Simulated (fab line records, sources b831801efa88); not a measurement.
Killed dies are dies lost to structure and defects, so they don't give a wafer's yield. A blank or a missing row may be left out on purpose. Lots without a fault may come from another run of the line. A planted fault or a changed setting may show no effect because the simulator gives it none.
A struck lot beside a sound one | flow gf180mcu | 15 steps out of a route of 602
Sound: wafers L328.3, L328.4, L328.5. Struck: wafers L338.2, L338.4, L338.6. The cause comes at the end.
At each step with rows: each side's tool, then ch and its chambers, then its first start. Under that, the readings that differ: sound wafers | struck wafers | difference of the means | sigmas: that difference in standard deviations of wafers without a fault.
alike: readings whose means differ by less than 2 such deviations, and words and numbers that are the same on both sides. not compared: withheld readings, readings that some wafer has no value for, bounds like >300 that may hide the same value, and numbers for which the record gives no deviation and whose values overlap.
The two part at a step that has a row with sigmas, a row that says differs or no value, or rows on one side only. Numbers that don't overlap but have no deviation are shown without sigmas and don't part them. A reading that every wafer of one side lacks parts them only if that side has two wafers or more.

first, 9 steps without rows for these wafers: GF_MIM_STRIP_21 (strips in post etch residue remover, time 1200 s); GF_MIM_CLEAN_22 (cleans in DIW); GF_M5_DEHYDRATE_00 (time 60 s); GF_M5_HMDS_01 (prime time 60 s); GF_M5_COAT_02 (resist thk 1000 nm); GF_M5_SOFTBAKE_03 (time 60 s); GF_M5_EXPOSE_04 (exposes mask Metal5, target cd 280 nm); GF_M5_PEB_05 (peb time 90 s); GF_M5_DEVELOP_06 (develop time 60 s).
GF_M5_CD_MEAS_07: target cd 280 nm.
  sound on cd_sem-01, day 28 19:25; struck on cd_sem-02, day 31 16:40
  alike: cd_nm
GF_M5_OVL_MEAS_08:
  sound on overlay-02, day 28 19:31; struck on overlay-01, day 31 16:46
  alike: M5_OVL
GF_M5_ETCH_09: etches Si3N4 in CF4/O2, target depth 52 nm, time 11.6 s.
  sound on rie_diel-02 ch 0,2,3, day 28 19:32; struck on rie_diel-04 ch 0,2, day 31 16:47
  alike: O2_flow_sccm, bias_w, drypump_motor_current_A, oes_product_au, throttle_valve_pct
  not compared: rf_hours_counter_h
GF_M5_METAL_ETCH_10: etches the open film in Cl2/BCl3, stops on SiO2, target depth 627.5 nm, time 104.6 s.
  sound on rie_metal-03 ch 0, day 28 19:38; struck on rie_metal-03 ch 0,1, day 31 16:49
  no value came back on the struck wafers for any of 5 readings (bcl3_flow_sccm (sccm), bias_w (W) and others); on the sound wafers bcl3_flow_sccm (sccm) reads 40.01 39.94 39.97
  reading                             | sound             | struck            | difference | sigmas
  model.KrF_of_M5_COAT_02.thk_nm (nm) | 700.9 697.7 702.1 | 950.8 951.5 953.2 | +251.6     |
  not compared: rf_hours_counter_h, model.M5.cd_nm
GF_M5_STRIP_11: strips in O2/N2.
  sound on plasma_asher-04 ch 0,1, day 28 19:49; struck on plasma_asher-03 ch 0,1, day 31 16:56
  reading                      | sound             | struck            | difference | sigmas
  oes_product_au (a.u.)        | 0.545 0.541 0.541 | 0.642 0.647 0.641 | +0.101     | +18
  strip_time_to_endpoint_s (s) | 7.54 7.52 7.56    | 9.95 9.97 9.99    | +2.43      | +38
  alike: drypump_motor_current_A, heater_power_w, platen_temp_c
  not compared: rf_hours_counter_h
then, 1 step without rows for these wafers: GF_M5_STRIP_12 (strips in post etch residue remover, time 1200 s).

WHERE THEY PART
First at GF_M5_METAL_ETCH_10; last, within this record, at GF_M5_STRIP_11.

WHY: what the simulator had put in
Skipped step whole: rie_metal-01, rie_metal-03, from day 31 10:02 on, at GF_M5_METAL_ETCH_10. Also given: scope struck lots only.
